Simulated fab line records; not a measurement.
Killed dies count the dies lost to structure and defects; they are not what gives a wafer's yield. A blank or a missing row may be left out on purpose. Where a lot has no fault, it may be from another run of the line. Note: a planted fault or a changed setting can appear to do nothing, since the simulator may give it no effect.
One fault seen from 2 desks ; flow sfq_line ; numbers are kept per desk, each desk with only its own; the story behind them comes last

## FROM THE METROLOGY DESK
Lot by lot, what the gauges showed, no matter which tool ran the lot: averages of those sampled wafers that carry a number. The brackets show how far a lot's mean lies from the usual mean; more than 4 standard deviations puts the lot out of limits, marked OUT.
Columns: A = I5_OVL at SFQ_I5_OVL_MEAS_936, usual -1 nm
lot;first seen here;A
L172;day 72 18:25;6
L173;day 72 21:59;-1
L174;day 73 00:23;-3
L178;day 73 12:32;-5
L181;day 73 19:43;5
L184;day 74 02:56;-2
Finding of this desk: none of the 6 lots has anything out of limits.

## FOR THE TOOL OWNER'S DESK: rie_diel-04
The tool's own readings at SFQ_TRILAYER_I5_BARC_OPEN_VIA_ETCH_200 (etches BARC in O2, target depth 125 nm, time 41.7 s): means of the sampled wafers that have a number, for each lot that ran on this tool. The brackets show how far a lot's mean lies from the usual mean; more than 4 standard deviations puts the lot out of limits, marked OUT.
Columns: A = drypump_motor_current_A at SFQ_TRILAYER_I5_BARC_OPEN_VIA_ETCH_200, usual 5.5 A; B = oes_product_au at SFQ_TRILAYER_I5_BARC_OPEN_VIA_ETCH_200, usual 0.685 a.u.
lot;first seen here;A;B
L173;day 72 22:02;5.8;0.682
L178;day 73 12:33;5.3;0.687
L181;day 73 19:45;5.8;0.682
Finding of this desk: none of the 3 lots has anything out of limits.

## BROUGHT TOGETHER
At the metrology desk, nothing out of limits was observed.
The desk of the tool owner found nothing out of limits.

## WHAT THE SIMULATOR PUT IN
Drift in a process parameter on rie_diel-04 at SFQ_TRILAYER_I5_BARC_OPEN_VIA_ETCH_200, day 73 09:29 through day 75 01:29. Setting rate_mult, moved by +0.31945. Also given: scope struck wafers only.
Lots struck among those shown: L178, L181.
